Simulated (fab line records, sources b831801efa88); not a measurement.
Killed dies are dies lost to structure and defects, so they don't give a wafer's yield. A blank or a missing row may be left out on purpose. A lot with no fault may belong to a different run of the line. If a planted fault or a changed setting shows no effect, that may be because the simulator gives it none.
A lot that was struck, set against a sound lot    flow gf180mcu    15 steps out of a route of 602
Sound: wafers L470.1, L470.3, L470.4. Struck: wafer L475.2 (L475.1, L475.5, from the same lot, were not struck and are left out); the cause is given at the end.
Per side, at each step with rows, come the tool, then ch with its chambers, and then its first start. Under that, the readings that differ: sound wafers    struck wafers    difference of the means    sigmas: that difference in standard deviations of wafers without a fault.
alike: a reading whose means differ by less than 2 such deviations, as well as words and numbers matching on both sides. not compared: withheld readings; readings where some wafer has no value; bounds like >300 that might hide an equal value; numbers whose values overlap and for which the record gives no deviation.
A row with sigmas, a row that says differs or no value, or rows on one side alone: a step with any of these is where the two part. Non-overlapping numbers with no deviation appear without sigmas and do not part them. Lack of a reading on every wafer of one side parts them only where that side has two or more wafers.

first, 9 steps without rows for these wafers: GF_MIM_STRIP_21 (strips in post etch residue remover, time 1200 s); GF_MIM_CLEAN_22 (cleans in DIW); GF_M5_DEHYDRATE_00 (time 60 s); GF_M5_HMDS_01 (prime time 60 s); GF_M5_COAT_02 (resist thk 1000 nm); GF_M5_SOFTBAKE_03 (time 60 s); GF_M5_EXPOSE_04 (exposes mask Metal5, target cd 280 nm); GF_M5_PEB_05 (peb time 90 s); GF_M5_DEVELOP_06 (develop time 60 s).
GF_M5_CD_MEAS_07 targets a cd of 280 nm.
  struck on cd sem-02, day 29 15:53; sound on cd sem-01, day 28 06:40
  alike: cd nm
GF_M5_OVL_MEAS_08:
  struck on overlay-02, day 29 16:01; sound on overlay-01, day 28 06:47
  alike: M5_OVL
GF_M5_ETCH_09: etches Si3N4 in CF4/O2, target depth 52 nm, time 11.6 s.
  sound on rie diel-03 ch 0,1,2, day 28 06:49; struck on rie diel-01 ch 3, day 29 16:03
reading                 sound    struck  difference  sigmas
rf hours counter h (h)  18 0 22  53      +40         
  alike: drypump motor current A, oes product au, throttle valve pct
GF_M5_METAL_ETCH_10: etches the open film in Cl2/BCl3, stops on SiO2, target depth 750.8 nm, time 125.1 s.
  sound on rie metal-01 ch 0,1, day 28 06:50; struck on rie metal-01 ch 0, day 29 16:04
reading                              sound                 struck  difference  sigmas
oes product au (a.u.)                0.983 0.987 1.001     0.735   -0.255      -42
throttle valve pct (%)               28.239 28.240 28.219  28.501  +0.268      +27
model.KrF_of_M5_COAT_02.thk nm (nm)  658.3 654 640.6       771.7   +120.7      
  alike: drypump motor current A
  not compared: rf hours counter h
GF_M5_STRIP_11: strips in O2/N2.
  sound on plasma asher-02 ch 0,1, day 28 06:58; struck on plasma asher-04 ch 1, day 29 16:12
reading                       sound              struck  difference  sigmas
drypump motor current A (A)   5.1 5.2 5.1        6.1     +1.0        +2
oes product au (a.u.)         0.522 0.521 0.522  0.580   +0.058      +11
strip time to endpoint s (s)  7.13 7.08 6.95     8.23    +1.18       +20
  alike: heater power w
  not compared: rf hours counter h
then, 1 step without rows for these wafers: GF_M5_STRIP_12 (strips in post etch residue remover, time 1200 s).

== WHERE THEY PART ==
First at GF_M5_METAL_ETCH_10; last, within this record, at GF_M5_STRIP_11.

WHY: the cause the simulator had injected
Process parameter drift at GF_M5_METAL_ETCH_10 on rie metal-01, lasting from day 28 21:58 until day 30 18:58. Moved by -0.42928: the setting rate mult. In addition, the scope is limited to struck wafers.
